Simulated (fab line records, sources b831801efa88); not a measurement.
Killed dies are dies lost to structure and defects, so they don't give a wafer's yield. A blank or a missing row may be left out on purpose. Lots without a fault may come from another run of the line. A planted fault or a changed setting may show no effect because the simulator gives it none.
Which tool did it? | flow gf180mcu | 24 lots, 72 wafers sampled, at 5 steps of a route of 602

WHAT THE GAUGES READ, wafer by wafer
GF_V3_THK_MEAS_03. Usual: V3_CVD_02_THK 849 nm, standard deviation 10.
lot  | measured     | on            | V3_CVD_02_THK (nm) | flag
L074 | day 21 02:31 | film_metro-02 | 843 833 846        |
L075 | day 21 14:16 | film_metro-02 | 848 852 864        |
L076 | day 22 01:49 | film_metro-03 | 837 841 854        |
L077 | day 22 08:04 | film_metro-03 | 846 842 848        |
L078 | day 22 20:16 | film_metro-01 | 840 843 835        |
L079 | day 23 07:42 | film_metro-02 | 854 862 855        |
L080 | day 23 12:12 | film_metro-01 | 857 872 868        |
L081 | day 24 00:47 | film_metro-01 | 833 844 851        |
L082 | day 24 06:13 | film_metro-02 | 854 870 876        |
L083 | day 24 17:52 | film_metro-03 | 851 858 850        |
L085 | day 25 09:48 | film_metro-03 | 848 847 852        |
L084 | day 25 11:52 | film_metro-01 | 842 843 865        |
L086 | day 25 20:34 | film_metro-03 | 833 847 864        |
L087 | day 25 23:40 | film_metro-03 | 837 848 857        |
L088 | day 26 04:49 | film_metro-02 | 843 845 857        |
L089 | day 26 20:34 | film_metro-01 | 854 842 856        |
L090 | day 27 01:34 | film_metro-03 | 838 844 868        |
L091 | day 27 11:52 | film_metro-02 | 836 860 856        |
L092 | day 27 18:59 | film_metro-01 | 832 849 847        |
L093 | day 27 19:38 | film_metro-03 | 835 843 842        |
L094 | day 28 03:25 | film_metro-03 | 833 842 856        |
L095 | day 28 11:41 | film_metro-03 | 851 851 857        |
L096 | day 28 19:31 | film_metro-01 | 851 844 860        |
L097 | day 29 02:20 | film_metro-01 | 832 845 859        |

GF_V4_THK_MEAS_01. Usual: V4_CVD_00_THK 599 nm, standard deviation 6.4.
lot  | measured     | on            | V4_CVD_00_THK (nm) | flag
L074 | day 23 04:34 | film_metro-01 | 600 592 596        |
L075 | day 23 15:52 | film_metro-01 | 594 608 596        |
L076 | day 24 02:43 | film_metro-02 | 599 604 601        |
L077 | day 24 08:34 | film_metro-02 | 607 611 608        |
L078 | day 24 21:01 | film_metro-04 | 588 595 598        |
L079 | day 25 06:34 | film_metro-02 | 598 597 597        |
L080 | day 25 10:31 | film_metro-02 | 588 597 588        |
L081 | day 25 22:47 | film_metro-04 | 587 586 585        |
L082 | day 26 03:15 | film_metro-04 | 604 601 600        |
L083 | day 26 15:38 | film_metro-01 | 606 603 598        |
L085 | day 27 06:32 | film_metro-02 | 594 596 603        |
L084 | day 27 08:08 | film_metro-01 | 599 595 598        |
L086 | day 27 17:06 | film_metro-01 | 605 597 604        |
L087 | day 27 19:27 | film_metro-04 | 603 592 603        |
L088 | day 28 00:56 | film_metro-01 | 586 600 592        |
L089 | day 28 15:12 | film_metro-04 | 604 605 597        |
L090 | day 28 21:10 | film_metro-01 | 588 598 600        |
L091 | day 29 05:35 | film_metro-02 | 593 606 606        |
L092 | day 29 12:26 | film_metro-01 | 610 599 598        |
L093 | day 29 12:56 | film_metro-02 | 597 601 596        |
L094 | day 29 20:41 | film_metro-02 | 604 609 598        |
L095 | day 30 03:53 | film_metro-01 | 610 603 603        |
L096 | day 30 11:04 | film_metro-02 | 600 596 601        |
L097 | day 30 17:56 | film_metro-01 | 598 599 604        |

GF_V5_CD_MEAS_14: target cd 260 nm. Usual: cd_nm 259.4 nm, standard deviation 1.1.
lot  | measured     | on        | cd_nm (nm)        | flag
L074 | day 27 00:33 | cd_sem-02 | 258.8 259.3 260.2 |
L075 | day 27 08:47 | cd_sem-01 | 258.7 259.9 259.7 |
L076 | day 27 19:13 | cd_sem-02 | 260.1 259.6 259.9 |
L077 | day 28 00:42 | cd_sem-01 | 259.4 258.9 259.0 |
L078 | day 28 11:37 | cd_sem-01 | 256.7 256.5 257.9 |
L079 | day 28 20:47 | cd_sem-01 | 261.1 261.0 260.2 |
L080 | day 28 23:48 | cd_sem-01 | 258.5 258.5 258.3 |
L081 | day 29 10:07 | cd_sem-01 | 258.0 259.8 258.4 |
L082 | day 29 14:40 | cd_sem-01 | 258.9 258.1 259.2 |
L083 | day 30 01:15 | cd_sem-02 | 259.7 258.5 259.5 |
L085 | day 30 15:07 | cd_sem-01 | 260.6 258.9 260.6 |
L084 | day 30 16:24 | cd_sem-01 | 258.9 260.0 259.9 |
L086 | day 31 01:03 | cd_sem-02 | 258.7 259.1 259.2 |
L087 | day 31 01:55 | cd_sem-01 | 257.2 259.1 258.7 |
L088 | day 31 07:42 | cd_sem-02 | 260.5 260.4 261.0 |
L089 | day 31 19:13 | cd_sem-01 | 258.7 259.0 259.8 |
L090 | day 32 02:12 | cd_sem-01 | 257.5 257.1 256.9 |
L091 | day 32 10:02 | cd_sem-02 | 259.4 260.8 260.1 |
L092 | day 32 14:31 | cd_sem-02 | 259.7 259.9 260.8 |
L093 | day 32 15:56 | cd_sem-01 | 257.8 257.8 257.9 |
L094 | day 32 21:40 | cd_sem-01 | 260.4 259.1 259.5 |
L095 | day 33 04:37 | cd_sem-01 | 260.0 258.9 261.4 |
L096 | day 33 11:17 | cd_sem-02 | 261.1 260.1 259.9 |
L097 | day 33 17:04 | cd_sem-01 | 258.5 258.8 259.9 |

WHICH TOOL RAN EACH LOT (tool, then ch and the chambers of the sampled wafers, then the start)
lot  | GF_V1_CVD_02                    | GF_M5_STRIP_11
L074 | pecvd-02 ch 0,1,2, day 16 20:22 | plasma_asher-04 ch 0,1, day 26 02:13
L075 | pecvd-03 ch 0,1, day 17 07:00   | plasma_asher-02 ch 0,1, day 26 11:35
L076 | pecvd-03 ch 1,2, day 17 18:32   | plasma_asher-03 ch 0,1, day 26 22:14
L077 | pecvd-01 ch 0,2, day 18 02:29   | plasma_asher-04 ch 1, day 27 03:30
L078 | pecvd-03 ch 0,1,2, day 18 13:20 | plasma_asher-03 ch 0,1, day 27 15:32
L079 | pecvd-02 ch 0,2, day 19 02:24   | plasma_asher-04 ch 0,1, day 27 23:27
L080 | pecvd-03 ch 0,1, day 19 06:09   | plasma_asher-03 ch 0,1, day 28 02:56
L081 | pecvd-02 ch 0,1,2, day 19 19:08 | plasma_asher-02 ch 0,1, day 28 14:15
L082 | pecvd-01 ch 0,1,2, day 20 03:33 | plasma_asher-02 ch 0, day 28 19:03
L083 | pecvd-01 ch 0,1, day 20 15:51   | plasma_asher-02 ch 0,1, day 29 05:47
L085 | pecvd-03 ch 0,1, day 21 09:28   | plasma_asher-02 ch 0,1, day 29 19:42
L084 | pecvd-03 ch 0,1,2, day 21 10:21 | plasma_asher-04 ch 1, day 29 21:24
L086 | pecvd-02 ch 0,1,2, day 21 20:42 | plasma_asher-03 ch 0,1, day 30 05:58
L087 | pecvd-02 ch 1,2, day 22 00:21   | plasma_asher-04 ch 0,1, day 30 07:09
L088 | pecvd-02 ch 1,2, day 22 07:00   | plasma_asher-04 ch 0, day 30 12:39
L089 | pecvd-01 ch 0,1, day 22 22:41   | plasma_asher-04 ch 0,1, day 31 00:57
L090 | pecvd-01 ch 0,1,2, day 23 05:11 | plasma_asher-03 ch 0,1, day 31 07:34
L091 | pecvd-01 ch 0,2, day 23 17:21   | plasma_asher-02 ch 0,1, day 31 15:15
L092 | pecvd-03 ch 1,2, day 23 23:32   | plasma_asher-02 ch 0,1, day 31 20:26
L093 | pecvd-03 ch 0,1,2, day 24 02:00 | plasma_asher-03 ch 0, day 31 21:33
L094 | pecvd-02 ch 0,1,2, day 24 10:01 | plasma_asher-04 ch 0,1, day 32 04:12
L095 | pecvd-02 ch 0,1,2, day 24 19:04 | plasma_asher-02 ch 0,1, day 32 10:53
L096 | pecvd-01 ch 0,1, day 25 02:25   | plasma_asher-03 ch 0,1, day 32 17:59
L097 | pecvd-02 ch 0,1, day 25 10:18   | plasma_asher-04 ch 0,1, day 33 00:16
- GF_V1_CVD_02: deposits SiO2 from TEOS, target thk 850 nm, time 94.851 s.
- GF_M5_STRIP_11: strips in O2/N2.

WHAT THE TOOLS THEMSELVES READ (means of the sampled wafers that have a number; where no wafer has one, the mark that the record gives instead)
GF_V1_CVD_02. Usual: heater_power_w 648 W, standard deviation 110.
lot  | tool     | heater_power_w (W) | flag
L074 | pecvd-02 | 713                |
L075 | pecvd-03 | 548                |
L076 | pecvd-03 | 609                |
L077 | pecvd-01 | 731                |
L078 | pecvd-03 | 643                |
L079 | pecvd-02 | 654                |
L080 | pecvd-03 | 506                |
L081 | pecvd-02 | 674                |
L082 | pecvd-01 | 636                |
L083 | pecvd-01 | 681                |
L085 | pecvd-03 | 533                |
L084 | pecvd-03 | 605                |
L086 | pecvd-02 | 733                |
L087 | pecvd-02 | 702                |
L088 | pecvd-02 | 702                |
L089 | pecvd-01 | 683                |
L090 | pecvd-01 | 654                |
L091 | pecvd-01 | 618                |
L092 | pecvd-03 | 564                |
L093 | pecvd-03 | 624                |
L094 | pecvd-02 | 629                |
L095 | pecvd-02 | 709                |
L096 | pecvd-01 | 657                |
L097 | pecvd-02 | 697                |

GF_M5_STRIP_11. Usual: drypump_motor_current_A 5.8 A, standard deviation 0.52; heater_power_w 335 W, standard deviation 20; oes_product_au 0.543 a.u., standard deviation 0.0047; strip_time_to_endpoint_s 7.51 s, standard deviation 0.035.
lot  | tool            | drypump_motor_current_A (A) | heater_power_w (W) | oes_product_au (a.u.) | strip_time_to_endpoint_s (s) | flag
L074 | plasma_asher-04 | 5.7                         | 353                | 0.543                 | 7.54                         |
L075 | plasma_asher-02 | 5.7                         | 320                | 0.546                 | 7.55                         |
L076 | plasma_asher-03 | 6.2                         | 341                | 0.538                 | 7.49                         |
L077 | plasma_asher-04 | 6.3                         | 348                | 0.540                 | 7.48                         |
L078 | plasma_asher-03 | 6.2                         | 343                | 0.541                 | 7.54                         |
L079 | plasma_asher-04 | 5.6                         | 354                | 0.539                 | 7.50                         |
L080 | plasma_asher-03 | 6.2                         | 340                | 0.545                 | 7.55                         |
L081 | plasma_asher-02 | 5.6                         | 310                | 0.546                 | 7.55                         |
L082 | plasma_asher-02 | 5.7                         | 316                | 0.539                 | 7.48                         |
L083 | plasma_asher-02 | 5.7                         | 320                | 0.542                 | 7.54                         |
L085 | plasma_asher-02 | 5.7                         | 321                | 0.543                 | 7.53                         |
L084 | plasma_asher-04 | 6.4                         | 343                | 0.542                 | 7.49                         |
L086 | plasma_asher-03 | 6.1                         | 344                | 0.544                 | 7.54                         |
L087 | plasma_asher-04 | 5.6                         | 354                | 0.539                 | 7.56                         |
L088 | plasma_asher-04 | 5.3                         | 358                | 0.539                 | 7.46                         |
L089 | plasma_asher-04 | 6.0                         | 352                | 0.541                 | 7.51                         |
L090 | plasma_asher-03 | 5.7                         | 328                | 0.540                 | 7.52                         |
L091 | plasma_asher-02 | 5.6                         | 314                | 0.539                 | 7.49                         |
L092 | plasma_asher-02 | 5.7                         | 315                | 0.543                 | 7.50                         |
L093 | plasma_asher-03 | 6.7                         | 357                | 0.546                 | 7.55                         |
L094 | plasma_asher-04 | 6.0                         | 341                | 0.541                 | 7.53                         |
L095 | plasma_asher-02 | 5.6                         | 314                | 0.542                 | 7.49                         |
L096 | plasma_asher-03 | 6.2                         | 348                | 0.543                 | 7.47                         |
L097 | plasma_asher-04 | 6.0                         | 345                | 0.548                 | 7.55                         |

THE ANSWER, worked out from the rows above alone
Rule: a lot is off if the mean of its wafers that have a number lies more than 3 standard deviations from the usual mean. A lot without any number at a reading at which 4 lots or more have one is off too. The other lots that the step has rows for count as sound. The gauges are gone through in route order, then the tools' own readings, and for those a lot's mean is taken as printed above. The first step at which some lot is off is used, and at that step the reading that is off furthest; a lot without a number counts as furthest.
No lot is off at any reading shown: from this, nothing can be told.

WHAT THE SIMULATOR HAD PUT IN
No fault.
